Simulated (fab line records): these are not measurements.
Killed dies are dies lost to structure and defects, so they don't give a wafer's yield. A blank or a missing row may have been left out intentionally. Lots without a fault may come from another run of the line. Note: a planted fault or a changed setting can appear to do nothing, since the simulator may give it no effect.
Matching of chambers + flow gf180mcu + 3 sister chambers for GF_V4_CVD_02 on pecvd-03
The step deposits SiO2 from TEOS, target thk 850 nm, time 94.851 s. 14 wafers are shown with their chamber, then 7 later ones without.

## WAFERS, EACH WITH ITS CHAMBER
| wafer  | chamber | heater_power_w (W) |
|--------|---------|--------------------|
| L074.1 | 0       | 710                |
| L074.4 | 1       | 771                |
| L074.5 | 0       | 785                |
| L080.2 | 0       | 814                |
| L080.4 | 1       | 719                |
| L080.6 | 2       | 577                |
| L085.1 | 2       | 544                |
| L085.2 | 0       | 721                |
| L085.3 | 1       | 664                |
| L090.2 | 1       | 746                |
| L090.4 | 1       | 745                |
| L090.5 | 0       | 669                |
| L092.1 | 2       | 541                |
| L092.2 | 0       | 683                |

SIGNATURES (means of the wafers above)
| reading        | chamber 0 | chamber 1 | chamber 2 | scatter within a chamber |
|----------------|-----------|-----------|-----------|--------------------------|
| heater_power_w | 730.33    | 729.00    | 554.00    | 46.6                     |
Rule: for each reading, subtract the chamber's mean from the wafer's reading, divide by that reading's scatter and square the result; add these up over the readings and take the root, which gives the wafer's distance from the chamber. The wafer belongs to the nearest chamber; if the next one is less than 2 further off, it can't be placed. The scatter is the square root of a quotient: the sum, over the shown wafers, of each reading's squared deviation from its chamber's mean, divided by wafers minus chambers.

## WAFERS WITHOUT THEIR CHAMBER
| wafer  | heater_power_w (W) |
|--------|--------------------|
| L092.3 | 749                |
| L092.4 | 579                |
| L092.5 | 756                |
| L092.6 | 778                |
| L094.3 | 822                |
| L094.5 | 604                |
| L094.6 | 857                |

## WHICH CHAMBER EACH WENT THROUGH
| wafer  | from the rows above          | in truth |
|--------|------------------------------|----------|
| L092.3 | can't be placed: 0 or 1      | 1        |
| L092.4 | 2                            | 2        |
| L092.5 | can't be placed: 0 or 1      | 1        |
| L092.6 | can't be placed: 0 or 1      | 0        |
| L094.3 | can't be placed: 0 or 1      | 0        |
| L094.5 | can't be placed: 2 or 1 or 0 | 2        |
| L094.6 | can't be placed: 0 or 1      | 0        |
Placed correctly: 1 of 7. Can't be placed from these rows: 6 (the true chamber is among the candidates in 6). Wrongly placed: 0.
